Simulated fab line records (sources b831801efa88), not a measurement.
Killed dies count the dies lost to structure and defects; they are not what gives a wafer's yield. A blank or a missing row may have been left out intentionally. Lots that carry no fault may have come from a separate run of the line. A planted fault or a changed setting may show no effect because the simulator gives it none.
Which of the tools did it? | flow gf180mcu | 33 wafers from 11 lots sampled at 5 of the route's 602 steps

== WHAT THE GAUGES SHOWED, per wafer ==
GF_V4_THK_MEAS_03.
lot  | measured     | on            | V4_CVD_02_THK (nm)
L766 | day 24 11:09 | film metro-03 | 833 840 852
L767 | day 24 19:11 | film metro-04 | 863 871 877
L770 | day 25 21:35 | film metro-01 | 855 877 866
L772 | day 26 15:46 | film metro-01 | 836 841 854
L773 | day 26 20:49 | film metro-04 | 848 851 849
L774 | day 27 02:49 | film metro-04 | 835 865 864
L775 | day 27 14:34 | film metro-03 | 828 825 851
L776 | day 27 22:04 | film metro-04 | 849 833 856
L777 | day 28 03:56 | film metro-04 | 836 848 850
L778 | day 28 12:39 | film metro-01 | 851 850 859
L786 | day 30 15:46 | film metro-04 | 838 826 834

GF_V4_CD_MEAS_14: the cd target is 260 nm.
lot  | measured     | on        | cd nm (nm)
L766 | day 25 09:37 | cd sem-01 | 259.0 258.7 257.8
L767 | day 25 16:55 | cd sem-02 | 261.4 261.4 261.0
L770 | day 26 18:16 | cd sem-01 | 259.6 260.9 260.5
L772 | day 27 12:26 | cd sem-01 | 258.7 258.8 259.5
L773 | day 27 16:52 | cd sem-01 | 260.0 259.6 259.0
L774 | day 27 23:37 | cd sem-01 | 259.4 260.1 259.3
L775 | day 28 10:56 | cd sem-02 | 260.0 258.4 259.6
L776 | day 28 18:28 | cd sem-02 | 261.0 263.2 261.6
L777 | day 28 23:21 | cd sem-02 | 259.7 260.2 259.6
L778 | day 29 08:37 | cd sem-02 | 260.4 260.3 259.5
L786 | day 31 09:47 | cd sem-01 | 259.5 259.0 259.5

GF_MIM_THK_MEAS_11: measures by xrf.
lot  | measured     | on            | MIM_ALCU_THK (nm)
L766 | day 25 12:02 | film metro-02 | 194.3 192.9 194.9
L767 | day 25 19:01 | film metro-02 | 195.4 194.4 194.0
L770 | day 26 20:19 | film metro-02 | 197.7 199.0 196.4
L772 | day 27 14:29 | film metro-01 | 194.9 198.0 194.2
L773 | day 27 18:53 | film metro-04 | 197.1 196.3 197.9
L774 | day 28 01:39 | film metro-04 | 194.1 195.6 195.6
L775 | day 28 12:59 | film metro-02 | 193.5 194.1 194.2
L776 | day 28 20:38 | film metro-01 | 193.8 195.6 197.3
L777 | day 29 01:30 | film metro-04 | 211.4 211.8 212.8
L778 | day 29 10:41 | film metro-02 | 210.7 208.4 209.3
L786 | day 31 11:52 | film metro-04 | 199.4 194.3 195.0

== WHICH TOOL RAN EACH LOT (tool, then ch and the chambers of the sampled wafers, then the start) ==
lot  | GF_MIM_SPUTTER_07            | GF_MIM_SPUTTER_09
L766 | pvd sputter-01, day 25 11:49 | pvd sputter-01, day 25 11:52
L767 | pvd sputter-04, day 25 18:48 | pvd sputter-04, day 25 18:52
L770 | pvd sputter-04, day 26 20:05 | pvd sputter-04, day 26 20:10
L772 | pvd sputter-01, day 27 14:15 | pvd sputter-01, day 27 14:19
L773 | pvd sputter-04, day 27 18:39 | pvd sputter-04, day 27 18:43
L774 | pvd sputter-04, day 28 01:25 | pvd sputter-04, day 28 01:29
L775 | pvd sputter-04, day 28 12:46 | pvd sputter-04, day 28 12:50
L776 | pvd sputter-01, day 28 20:25 | pvd sputter-01, day 28 20:28
L777 | pvd sputter-01, day 29 01:16 | pvd sputter-01, day 29 01:20
L778 | pvd sputter-04, day 29 10:28 | pvd sputter-04, day 29 10:32
L786 | pvd sputter-04, day 31 11:37 | pvd sputter-04, day 31 11:41
- GF_MIM_SPUTTER_07: material TiN, target thk 60 nm, time 50 s.
- GF_MIM_SPUTTER_09: material TiN, target thk 35 nm, time 29.2 s.

== AS READ BY THE TOOLS THEMSELVES (means over the sampled wafers that have a number; for cases with no such wafer, the mark the record gives instead) ==
GF_MIM_SPUTTER_07.
lot  | tool           | cathode dc power W (W) | chamber pressure pa (Pa) | throttle valve pct (%)
L766 | pvd sputter-01 | 6499.6                 | 0.4000                   | 30.9
L767 | pvd sputter-04 | 6499.9                 | 0.3998                   | 29.4
L770 | pvd sputter-04 | 6501.1                 | 0.3995                   | 31.3
L772 | pvd sputter-01 | 6499.2                 | 0.4004                   | 30.4
L773 | pvd sputter-04 | 6501.1                 | 0.3995                   | 31.4
L774 | pvd sputter-04 | 6498.1                 | 0.3991                   | 31.5
L775 | pvd sputter-04 | 6499.6                 | 0.4006                   | 30.2
L776 | pvd sputter-01 | 6500.4                 | 0.4012                   | 30.5
L777 | pvd sputter-01 | 6499.3                 | 0.3999                   | 30.8
L778 | pvd sputter-04 | 6499.3                 | 0.3989                   | 30.3
L786 | pvd sputter-04 | 6500.0                 | 0.4002                   | 31.3

GF_MIM_SPUTTER_09.
lot  | tool           | cathode dc power W (W) | chamber pressure pa (Pa) | throttle valve pct (%)
L766 | pvd sputter-01 | 6500.0                 | 0.3996                   | 30.8
L767 | pvd sputter-04 | 6500.1                 | 0.3996                   | 29.6
L770 | pvd sputter-04 | 6500.8                 | 0.4001                   | 31.0
L772 | pvd sputter-01 | 6499.9                 | 0.3994                   | 30.5
L773 | pvd sputter-04 | 6501.2                 | 0.4004                   | 31.3
L774 | pvd sputter-04 | 6499.3                 | 0.3995                   | 31.2
L775 | pvd sputter-04 | 6500.5                 | 0.3997                   | 30.4
L776 | pvd sputter-01 | 6500.2                 | 0.3998                   | 30.6
L777 | pvd sputter-01 | -                      | -                        | -
L778 | pvd sputter-04 | -                      | -                        | -
L786 | pvd sputter-04 | 6499.1                 | 0.4000                   | 31.4

== THE ANSWER, worked out from the rows above alone ==
Rule: what is usual is taken from the lots themselves. Put in order of their means at a reading, lots are off if they are a third of the lots or fewer, leave a main group of 4 or more, and stand apart from it by a gap of 3 or more times the standard deviation of the main group's means; of several such gaps the widest counts. Not used: any main group whose means are identical at the precision the tables above print for the reading. Also off: a lot with no number at a reading for which 4 or more lots have one. The other lots that the step has rows for count as sound. After the gauges, taken in route order, come the tools' own readings; for these a lot's mean is taken, as printed above. At the first step where some lot is off, the reading lying furthest off is the one used; lots without a number count as furthest.
Off: L777, L778, seen at GF_MIM_THK_MEAS_11 (MIM_ALCU_THK). For the main group the mean is 195.6 nm and the standard deviation 1.2.
A tool fits if, at a process step before that reading, it ran every lot that is off, and no sound lot after the first of them. Not tried: the gauges at GF_MIM_THK_MEAS_11; whatever is off there is also off at GF_MIM_SPUTTER_09, on other tools, and gauge error can't account for it. Of those tried, none fits.

== WHAT WAS PUT IN BY THE SIMULATOR ==
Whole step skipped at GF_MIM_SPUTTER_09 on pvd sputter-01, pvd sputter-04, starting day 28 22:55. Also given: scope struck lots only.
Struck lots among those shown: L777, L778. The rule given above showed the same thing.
